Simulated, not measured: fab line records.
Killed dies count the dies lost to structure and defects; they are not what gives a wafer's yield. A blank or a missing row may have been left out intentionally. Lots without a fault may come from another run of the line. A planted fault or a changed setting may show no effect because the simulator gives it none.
What tool caused it? + flow gf180mcu + 18 wafers from 6 lots sampled at 5 of the route's 602 steps

WHAT THE GAUGES SHOWED, per wafer
GF_V3_THK_MEAS_01.
| lot  | measured     | on            | V3_CVD_00_THK (nm) |
|------|--------------|---------------|--------------------|
| L287 | day 21 17:07 | film_metro-01 | 591 597 597        |
| L291 | day 23 05:52 | film_metro-02 | 597 601 594        |
| L293 | day 23 20:17 | film_metro-02 | 592 599 594        |
| L300 | day 26 08:49 | film_metro-02 | 601 898 608        |
| L307 | day 28 09:49 | film_metro-02 | 585 595 588        |
| L309 | day 28 21:41 | film_metro-02 | 605 603 608        |

TOOL THAT RAN EACH LOT (tool first, then ch and the chambers of the sampled wafers, then the start)
| lot  | GF_V2_CVD_02                    | GF_V2_STRIP_18                       | GF_M3_SPUTTER_03             | GF_V3_CVD_00                     |
|------|---------------------------------|--------------------------------------|------------------------------|----------------------------------|
| L287 | pecvd-04 ch 1,2, day 19 13:52   | plasma_asher-02 ch 0,1, day 20 14:58 | pvd_sputter-04, day 20 16:21 | hdpcvd-02 ch 1,2, day 21 17:01   |
| L291 | pecvd-03 ch 0,1,2, day 21 03:13 | plasma_asher-03 ch 0,1, day 22 03:40 | pvd_sputter-02, day 22 05:26 | hdpcvd-01 ch 0,1,2, day 23 05:47 |
| L293 | pecvd-02 ch 1, day 21 19:27     | plasma_asher-01 ch 0,1, day 22 19:02 | pvd_sputter-04, day 22 20:26 | hdpcvd-01 ch 0,1, day 23 20:13   |
| L300 | pecvd-02 ch 1,2, day 24 11:28   | plasma_asher-01 ch 0, day 25 09:24   | pvd_sputter-01, day 25 10:49 | hdpcvd-02 ch 0,1, day 26 08:44   |
| L307 | pecvd-04 ch 0,1, day 26 15:08   | plasma_asher-03 ch 0,1, day 27 12:04 | pvd_sputter-04, day 27 13:31 | hdpcvd-01 ch 0,1,2, day 28 09:44 |
| L309 | pecvd-04 ch 0,1,2, day 27 03:20 | plasma_asher-01 ch 0,1, day 27 23:50 | pvd_sputter-04, day 28 01:17 | hdpcvd-02 ch 0,1,2, day 28 21:37 |
- GF_V2_CVD_02: deposits SiO2 from TEOS, target thk 850 nm, time 94.851 s.
- GF_V2_STRIP_18: strips in O2/N2.
- GF_M3_SPUTTER_03: material Ti, target thk 10 nm, time 6.7 s.
- GF_V3_CVD_00: deposits SiO2, target thk 600 nm, time 100 s.

THE ANSWER, worked out from the rows above alone
Rule: what is usual is taken from the lots themselves. The widest of any qualifying gaps counts: lots, ordered by their means at a reading, are off when they make up no more than a third of the lots, leave a main group of 4 or more, and stand apart from it by 3 or more times the standard deviation of that group's means. The tables above print the reading to a certain number of digits; a main group whose means all agree to those digits is not used. Also off: a lot with no number at a reading for which 4 or more lots have one. Where the step has rows for the other lots, those lots are counted as sound.
Off: L300, at GF_V3_THK_MEAS_01 (V3_CVD_00_THK). The main group: mean 596 nm, standard deviation 5.2.
If a tool, at a process step before that reading, ran all the lots that are off and no sound lot after the first of them, it fits. Gauges at GF_V3_THK_MEAS_01: tried the same way as those tools. This does not decide it: 2 tools fit, namely pecvd-02 at GF_V2_CVD_02 and pvd_sputter-01 at GF_M3_SPUTTER_03.

WHAT WAS PUT IN BY THE SIMULATOR
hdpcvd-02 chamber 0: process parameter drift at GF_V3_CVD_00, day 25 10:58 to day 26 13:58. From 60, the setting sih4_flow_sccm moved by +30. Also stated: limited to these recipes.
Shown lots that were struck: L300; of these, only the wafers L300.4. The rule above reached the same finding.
